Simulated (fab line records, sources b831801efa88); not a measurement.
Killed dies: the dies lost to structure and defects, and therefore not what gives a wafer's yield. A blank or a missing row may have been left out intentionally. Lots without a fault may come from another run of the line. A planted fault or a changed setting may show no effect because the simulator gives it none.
Matching of chambers	flow sky130	SKY_VIA4_CMP_02 on cmp-01 has 4 sister chambers
The step polishes SiO2. 7 wafers are shown with their chamber, then 7 later ones without.

== WAFERS WITH THEIR CHAMBER ==
wafer	chamber	motor_current_A (A)	retaining_ring_pressure_frac
L775.3	3	10.8	1.007
L779.5	2	10.2	0.997
L780.4	3	10.4	1.001
L782.4	0	11.5	1.000
L782.5	1	10.9	1.006
L783.3	1	11.0	1.001
L783.4	0	12.4	1.005

== WAFERS WITHOUT THEIR CHAMBER ==
wafer	motor_current_A (A)	retaining_ring_pressure_frac
L783.6	11.4	1.002
L786.1	11.0	0.997
L786.2	10.9	0.999
L786.6	11.3	0.997
L793.1	10.5	1.007
L793.4	12.9	0.996
L793.6	10.6	0.998

== WHICH CHAMBER EACH ONE RAN IN ==
wafer	from the rows above	in truth
L783.6	can't be placed: 1 or 0 or 3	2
L786.1	can't be placed: 1 or 2 or 3 or 0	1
L786.2	can't be placed: 1 or 3 or 2 or 0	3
L786.6	can't be placed: 1 or 0 or 3 or 2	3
L793.1	can't be placed: 3 or 1 or 2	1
L793.4	0	0
L793.6	can't be placed: 2 or 3 or 1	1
1 of 7 placed correctly. Cannot be placed on the basis of these rows: 6; the candidates contain the true chamber in 5. Placed wrongly: 0.
How it was worked out, from the rows above alone: a wafer's distance from a chamber is the root of the sum, over the readings, of the square of ((its reading less the chamber's mean) divided by the reading's scatter). The wafer belongs to the nearest chamber; if the next one is less than 2 further off, it can't be placed. For every chamber, the mean is computed from those of its wafers that are shown. The scatter: the root of (the sum of the squares of (reading less its chamber's mean) over the shown wafers, divided by (wafers less chambers)).
